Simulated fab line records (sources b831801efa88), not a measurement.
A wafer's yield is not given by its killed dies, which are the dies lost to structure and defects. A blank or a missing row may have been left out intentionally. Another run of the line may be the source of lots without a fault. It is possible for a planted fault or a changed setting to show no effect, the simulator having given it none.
Which tool did it? | flow gf180mcu | 40 wafers from 14 lots sampled at 5 of the route's 602 steps

== WHAT THE GAUGES SHOWED, per wafer ==
GF_MVSD_TW_MEAS_11.
lot  | measured    | on           | MVSD_TW
L957 | day 4 16:05 | filmMetro-04 | 1580 1568 1571
L958 | day 4 22:05 | filmMetro-03 | 1576 1581 1576
L959 | day 5 03:59 | filmMetro-03 | 1594 1586 1594
L960 | day 5 10:38 | filmMetro-01 | 1592 1596 1603
L964 | day 6 08:59 | filmMetro-01 | 1583 1590 1579
L967 | day 7 01:29 | filmMetro-04 | 1573 1590
L968 | day 7 08:35 | filmMetro-04 | 1579 1574
L969 | day 7 14:23 | filmMetro-03 | 1580 1573 1576
L974 | day 8 19:47 | filmMetro-01 | 1586 1584 1589
L975 | day 8 23:23 | filmMetro-03 | 1569 1565 1573
L976 | day 9 07:04 | filmMetro-01 | 1583 1584 1597
L977 | day 9 12:54 | filmMetro-04 | 1572 1577 1587
L978 | day 9 18:44 | filmMetro-03 | 1594 1587 1578
L979 | day 9 22:47 | filmMetro-04 | 1576 1572 1578

GF_V1_THK_MEAS_25: measures by xrf.
lot  | measured     | on           | V1_W_THK (nm)
L957 | day 18 10:30 | filmMetro-04 | 345 343 340
L958 | day 18 23:02 | filmMetro-02 | 345 349 345
L959 | day 19 10:52 | filmMetro-02 | 354 346 352
L960 | day 19 18:00 | filmMetro-02 | 351 355 357
L964 | day 21 10:40 | filmMetro-02 | 344 350 348
L967 | day 22 07:32 | filmMetro-03 | 352 348
L968 | day 23 02:26 | filmMetro-02 | 356 354
L969 | day 23 04:29 | filmMetro-02 | 350 346 352
L974 | day 24 17:13 | filmMetro-03 | 350 352 354
L975 | day 24 23:30 | filmMetro-02 | 339 346 342
L976 | day 25 09:24 | filmMetro-03 | 347 345 345
L977 | day 25 14:34 | filmMetro-04 | 347 344 349
L978 | day 25 20:37 | filmMetro-04 | 354 351 353
L979 | day 26 02:52 | filmMetro-03 | 350 347 353

GF_M2_OVL_MEAS_15.
lot  | measured     | on         | M2_OVL (nm)
L957 | day 19 11:06 | overlay-02 | 6 -4 5
L958 | day 20 00:04 | overlay-02 | 1 -5 7
L959 | day 20 11:48 | overlay-02 | 0 0 2
L960 | day 20 17:57 | overlay-01 | 2 10 6
L964 | day 22 11:00 | overlay-01 | -2 4 0
L967 | day 23 06:39 | overlay-02 | -5 1
L968 | day 24 01:52 | overlay-01 | 0 6
L969 | day 24 03:28 | overlay-01 | 3 -5 7
L974 | day 25 15:33 | overlay-01 | -8 -10 -2
L975 | day 25 21:54 | overlay-01 | 3 3 -4
L976 | day 26 07:25 | overlay-02 | -7 -1 -5
L977 | day 26 12:01 | overlay-01 | -3 9 3
L978 | day 26 17:58 | overlay-02 | 6 -2 -2
L979 | day 27 00:43 | overlay-02 | 5 6 1

== EACH LOT AND THE TOOL THAT RAN IT (in order: tool; ch and the chambers of the sampled wafers; start) ==
lot  | GF_VT_IMPLANT_COAT_13            | GF_VT_IMPLANT_STRIP_20
L957 | lithoTrack-04 ch 0, day 6 02:55  | plasmaAsher-03 ch 0,1, day 6 10:56
L958 | lithoTrack-04 ch 0, day 6 09:57  | plasmaAsher-04 ch 0,1, day 6 17:28
L959 | lithoTrack-03 ch 0, day 6 17:08  | plasmaAsher-02 ch 0,1, day 7 00:49
L960 | lithoTrack-01 ch 0, day 7 00:24  | plasmaAsher-04 ch 1, day 7 08:22
L964 | lithoTrack-04 ch 0, day 8 00:52  | plasmaAsher-03 ch 0,1, day 8 09:28
L967 | lithoTrack-04 ch 0, day 8 18:19  | plasmaAsher-02 ch 0, day 9 03:01
L968 | lithoTrack-04 ch 0, day 9 02:10  | plasmaAsher-03 ch 1, day 9 11:10
L969 | lithoTrack-03 ch 0, day 9 07:53  | plasmaAsher-02 ch 0,1, day 9 16:55
L974 | lithoTrack-03 ch 0, day 10 15:44 | plasmaAsher-02 ch 0,1, day 11 00:49
L975 | lithoTrack-03 ch 0, day 10 18:59 | plasmaAsher-04 ch 0,1, day 11 04:44
L976 | lithoTrack-01 ch 0, day 11 03:17 | plasmaAsher-04 ch 0,1, day 11 12:55
L977 | lithoTrack-04 ch 0, day 11 09:21 | plasmaAsher-03 ch 0,1, day 11 19:34
L978 | lithoTrack-01 ch 0, day 11 16:37 | plasmaAsher-03 ch 0, day 12 02:41
L979 | lithoTrack-03 ch 0, day 11 19:43 | plasmaAsher-02 ch 0,1, day 12 05:49
- GF_VT_IMPLANT_COAT_13: resist thk 1000 nm.
- GF_VT_IMPLANT_STRIP_20: strips in O2/N2.

== WHAT THE TOOLS THEMSELVES READ (means of the sampled wafers that have a number; where no wafer has one, the mark that the record gives instead) ==
GF_VT_IMPLANT_COAT_13.
lot  | tool          | exhaustPa (Pa) | resistLineTempC (C)
L957 | lithoTrack-04 | 45.7           | 23.02
L958 | lithoTrack-04 | 44.1           | 22.87
L959 | lithoTrack-03 | 45.5           | 22.94
L960 | lithoTrack-01 | 45.1           | 23.09
L964 | lithoTrack-04 | 44.2           | 22.92
L967 | lithoTrack-04 | 45.4           | 22.84
L968 | lithoTrack-04 | 44.9           | 22.98
L969 | lithoTrack-03 | 45.4           | 22.92
L974 | lithoTrack-03 | 45.6           | 23.15
L975 | lithoTrack-03 | 44.7           | 23.08
L976 | lithoTrack-01 | 45.3           | 23.04
L977 | lithoTrack-04 | 46.3           | 23.05
L978 | lithoTrack-01 | 45.8           | 22.98
L979 | lithoTrack-03 | 45.3           | 23.03

GF_VT_IMPLANT_STRIP_20.
lot  | tool           | drypumpMotorCurrentA (A) | heaterPowerW (W) | oesProductAu (a.u.) | stripTimeToEndpointS (s)
L957 | plasmaAsher-03 | 5.5                      | 352              | 0.719               | 12.652
L958 | plasmaAsher-04 | 6.3                      | 324              | 0.715               | 12.636
L959 | plasmaAsher-02 | 5.5                      | 369              | 0.715               | 12.644
L960 | plasmaAsher-04 | 6.5                      | 320              | 0.722               | 12.673
L964 | plasmaAsher-03 | 5.8                      | 352              | 0.719               | 12.463
L967 | plasmaAsher-02 | 5.7                      | 292              | 0.715               | 12.319
L968 | plasmaAsher-03 | 5.3                      | 346              | 0.712               | 12.053
L969 | plasmaAsher-02 | 5.7                      | 328              | 0.717               | 12.662
L974 | plasmaAsher-02 | 5.6                      | 362              | 0.713               | 12.654
L975 | plasmaAsher-04 | 6.1                      | 328              | 0.717               | 12.664
L976 | plasmaAsher-04 | 6.3                      | 322              | 0.718               | 12.644
L977 | plasmaAsher-03 | 5.8                      | 354              | 0.717               | 12.618
L978 | plasmaAsher-03 | 6.0                      | 359              | 0.721               | 12.636
L979 | plasmaAsher-02 | 5.6                      | 364              | 0.718               | 12.684

== THE ANSWER, worked out from the rows above alone ==
Rule: usual is defined by the lots themselves. Put in order of their means at a reading, lots are off if they are a third of the lots or fewer, leave a main group of 4 or more, and stand apart from it by a gap of 3 or more times the standard deviation of the main group's means; of several such gaps the widest counts. A main group is skipped when, at the precision printed for the reading in the tables above, its means are all equal. A lot without any number at a reading at which 4 lots or more have one is off too. The other lots that the step has rows for count as sound. The gauges are gone through in route order, then the tools' own readings, and for those a lot's mean is taken as printed above. The first step at which some lot is off is used, and at that step the reading that is off furthest; a lot without a number counts as furthest.
Off: L964, L967, L968 (GF_VT_IMPLANT_STRIP_20, stripTimeToEndpointS). Main group: mean 12.652 s, sd 0.018.
If a tool, at that step or one of the process steps before it, ran each lot that is off and ran no sound lot following the first of them, it fits. Of those tried, none fits.

== WHAT HAD BEEN PUT IN BY THE SIMULATOR ==
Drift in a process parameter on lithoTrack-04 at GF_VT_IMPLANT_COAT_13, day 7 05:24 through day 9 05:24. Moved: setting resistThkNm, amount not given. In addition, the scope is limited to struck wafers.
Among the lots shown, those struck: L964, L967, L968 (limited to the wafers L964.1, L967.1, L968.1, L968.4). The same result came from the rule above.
